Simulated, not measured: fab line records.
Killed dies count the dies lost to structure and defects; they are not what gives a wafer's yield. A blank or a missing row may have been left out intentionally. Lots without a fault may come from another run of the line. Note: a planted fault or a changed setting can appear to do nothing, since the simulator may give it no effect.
Which of the tools did it? | flow gf180mcu | Sampling: 6 lots, 17 wafers, 2 of 602 route steps

WHAT THE GAUGES SHOWED, per wafer
GF_V2_THK_MEAS_01.
lot  | measured     | on           | V2_CVD_00_THK (nm)
L496 | day 19 18:53 | filmMetro-02 | 602 596 605
L499 | day 21 04:34 | filmMetro-02 | 597 599 598
L501 | day 21 11:32 | filmMetro-02 | 603 604 603
L505 | day 23 05:11 | filmMetro-01 | 598 597 604
L509 | day 24 12:13 | filmMetro-04 | 610 608 604
L517 | day 27 09:25 | filmMetro-04 | 608 604

TOOL THAT RAN EACH LOT (tool first, then ch and the chambers of the sampled wafers, then the start)
lot  | GF_M2_SPUTTER_04
L496 | pvdSputter-02, day 18 17:33
L499 | pvdSputter-01, day 20 03:29
L501 | pvdSputter-03, day 20 11:05
L505 | pvdSputter-02, day 22 01:11
L509 | pvdSputter-03, day 23 13:12
L517 | pvdSputter-03, day 26 12:29
- GF_M2_SPUTTER_04: material TiN, target thk 50 nm, time 41.7 s.

THE ANSWER, worked out from the rows above alone
Rule: the lots themselves supply what counts as usual. Put in order of their means at a reading, lots are off if they are a third of the lots or fewer, leave a main group of 4 or more, and stand apart from it by a gap of 3 or more times the standard deviation of the main group's means; of several such gaps the widest counts. The tables above print the reading to a certain number of digits; a main group whose means all agree to those digits is not used. Also off: a lot with no number at a reading for which 4 or more lots have one. Where the step has rows for the other lots, those lots are counted as sound.
No lot is off on any of the readings shown, so nothing can be concluded from this.

WHAT THE SIMULATOR HAD PUT IN
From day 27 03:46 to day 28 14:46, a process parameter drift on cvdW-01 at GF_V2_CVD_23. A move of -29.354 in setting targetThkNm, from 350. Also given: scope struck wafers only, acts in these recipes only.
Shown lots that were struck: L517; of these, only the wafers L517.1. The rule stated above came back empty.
